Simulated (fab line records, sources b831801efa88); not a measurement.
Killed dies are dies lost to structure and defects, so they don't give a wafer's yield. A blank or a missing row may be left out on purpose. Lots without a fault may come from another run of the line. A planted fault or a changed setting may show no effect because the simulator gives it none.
Which tool did it? | flow sky130 | 14 lots, 42 wafers sampled, at 5 steps of a route of 708

WHAT THE GAUGES READ, wafer by wafer
SKY_DNWELL_TW_MEAS_09.
lot  | measured    | on            | DNWELL_TW
L539 | day 3 07:14 | film_metro-01 | 1110 1110 1111
L540 | day 3 13:43 | film_metro-01 | 1120 1114 1115
L541 | day 3 14:50 | film_metro-02 | 1110 1107 1112
L542 | day 3 21:23 | film_metro-02 | 1109 1111 1105
L543 | day 4 03:17 | film_metro-01 | 1118 1112 1111
L547 | day 5 02:16 | film_metro-03 | 1120 1125 1121
L548 | day 5 04:39 | film_metro-01 | 1117 1119 1116
L549 | day 5 11:21 | film_metro-03 | 1118 1121 1116
L552 | day 6 02:47 | film_metro-02 | 1114 1114 1115
L553 | day 6 06:39 | film_metro-03 | 1117 1113 1119
L558 | day 7 14:10 | film_metro-02 | 1119 1116 1119
L559 | day 7 14:34 | film_metro-03 | 1120 1111 1113
L560 | day 7 21:14 | film_metro-03 | 1120 1121 1114
L561 | day 8 03:12 | film_metro-02 | 1116 1115 1115

SKY_VT_ADJUST_HVTP_OVL_MEAS_08.
lot  | measured     | on         | VT_ADJUST_HVTP_OVL (nm)
L539 | day 6 05:13  | overlay-01 | -1.0 0.1 -1.7
L540 | day 6 10:59  | overlay-02 | 1.7 -0.5 1.4
L541 | day 7 03:23  | overlay-01 | 1.3 1.9 2.3
L542 | day 7 04:00  | overlay-02 | -0.4 1.2 0.8
L543 | day 7 04:19  | overlay-02 | 0.9 -0.1 -0.5
L547 | day 8 09:08  | overlay-01 | 2.8 2.6 -0.7
L548 | day 8 15:26  | overlay-02 | 1.3 1.1 1.9
L549 | day 8 18:58  | overlay-02 | 1.8 0.1 1.6
L552 | day 9 13:02  | overlay-01 | 0.2 -0.2 0.9
L553 | day 9 18:01  | overlay-02 | 3.1 0.4 0.1
L558 | day 11 07:07 | overlay-01 | 2.5 3.2 1.5
L559 | day 11 07:41 | overlay-01 | 2.7 1.8 2.5
L560 | day 11 15:02 | overlay-01 | 0.7 0.2 -0.1
L561 | day 11 22:26 | overlay-01 | 1.0 2.8 -1.0

SKY_VT_ADJUST_LVTN_OVL_MEAS_07.
lot  | measured     | on         | VT_ADJUST_LVTN_OVL (nm)
L539 | day 7 00:59  | overlay-01 | 2.7 1.4 1.1
L540 | day 7 06:45  | overlay-01 | -0.3 1.1 1.6
L541 | day 7 23:58  | overlay-02 | 0.3 0.4 2.0
L542 | day 8 00:43  | overlay-01 | -3.3 -2.5 -3.1
L543 | day 8 01:21  | overlay-02 | -2.4 -2.7 0.0
L547 | day 9 06:19  | overlay-02 | -0.5 0.3 -1.7
L548 | day 9 13:59  | overlay-02 | 0.1 0.0 1.5
L549 | day 9 16:36  | overlay-02 | -0.1 0.8 0.1
L552 | day 10 12:01 | overlay-02 | 1.9 2.7 1.0
L553 | day 10 17:17 | overlay-01 | -0.6 -1.6 -0.4
L558 | day 12 07:51 | overlay-02 | 0.6 -0.6 -0.5
L559 | day 12 07:52 | overlay-01 | -1.3 1.1 0.3
L560 | day 12 15:37 | overlay-01 | -1.2 -0.3 -0.7
L561 | day 12 22:50 | overlay-01 | 0.9 2.4 1.4

SKY_VT_ADJUST_LVTN_TW_MEAS_21.
lot  | measured     | on            | VT_ADJUST_LVTN_2_TW
L539 | day 7 21:58  | film_metro-03 | 187.3 187.1 187.5
L540 | day 8 03:34  | film_metro-04 | 189.7 189.0 189.3
L541 | day 8 21:20  | film_metro-03 | 189.7 190.1 190.4
L542 | day 8 22:02  | film_metro-03 | 189.2 190.3 188.9
L543 | day 8 22:35  | film_metro-02 | 188.3 188.4 187.5
L547 | day 10 05:01 | film_metro-02 | 181.3 182.7 182.9
L548 | day 10 12:38 | film_metro-04 | 182.5 182.0 181.3
L549 | day 10 15:43 | film_metro-04 | 189.0 189.5 189.3
L552 | day 11 10:55 | film_metro-04 | 189.4 190.3 190.1
L553 | day 11 17:19 | film_metro-02 | 189.2 189.5 188.4
L558 | day 13 08:46 | film_metro-03 | 188.9 188.8 188.8
L559 | day 13 08:46 | film_metro-04 | 189.9 190.1 190.2
L560 | day 13 17:27 | film_metro-04 | 189.3 189.8 190.3
L561 | day 14 00:08 | film_metro-03 | 189.4 188.4 188.6

WHICH TOOL RAN EACH LOT (tool, then ch and the chambers of the sampled wafers, then the start)
lot  | SKY_VT_ADJUST_LVTN_IMPLANT_19
L539 | implanter-01 ch 0, day 7 21:43
L540 | implanter-04 ch 0, day 8 03:19
L541 | implanter-04 ch 0, day 8 21:05
L542 | implanter-04 ch 0, day 8 21:50
L543 | implanter-01 ch 0, day 8 22:20
L547 | implanter-04 ch 0, day 10 04:46
L548 | implanter-04 ch 0, day 10 12:24
L549 | implanter-01 ch 0, day 10 15:28
L552 | implanter-01 ch 0, day 11 10:40
L553 | implanter-01 ch 0, day 11 17:07
L558 | implanter-01 ch 0, day 13 08:32
L559 | implanter-03 ch 0, day 13 08:31
L560 | implanter-01 ch 0, day 13 17:13
L561 | implanter-04 ch 0, day 13 23:54
- SKY_VT_ADJUST_LVTN_IMPLANT_19

WHAT THE TOOLS THEMSELVES READ (means of the sampled wafers that have a number; where no wafer has one, the mark that the record gives instead)
The record holds no such reading with a usual standard deviation.

THE ANSWER, worked out from the rows above alone
Rule: what is usual is taken from the lots themselves. Put in order of their means at a reading, lots are off if they are a third of the lots or fewer, leave a main group of 4 or more, and stand apart from it by a gap of 3 or more times the standard deviation of the main group's means; of several such gaps the widest counts. A main group whose means are all the same, to the digits that the tables above print for the reading, isn't used. A lot without any number at a reading at which 4 lots or more have one is off too. The other lots that the step has rows for count as sound. The gauges are gone through in route order, then the tools' own readings, and for those a lot's mean is taken as printed above. The first step at which some lot is off is used, and at that step the reading that is off furthest; a lot without a number counts as furthest.
Off: L547, L548, at SKY_VT_ADJUST_LVTN_TW_MEAS_21 (VT_ADJUST_LVTN_2_TW). The main group: mean 189.2, standard deviation 0.8.
A tool fits if, at a process step before that reading, it ran every lot that is off, and no sound lot after the first of them. The gauges at SKY_VT_ADJUST_LVTN_TW_MEAS_21 are tried like those tools. None of those tried fits.

WHAT THE SIMULATOR HAD PUT IN
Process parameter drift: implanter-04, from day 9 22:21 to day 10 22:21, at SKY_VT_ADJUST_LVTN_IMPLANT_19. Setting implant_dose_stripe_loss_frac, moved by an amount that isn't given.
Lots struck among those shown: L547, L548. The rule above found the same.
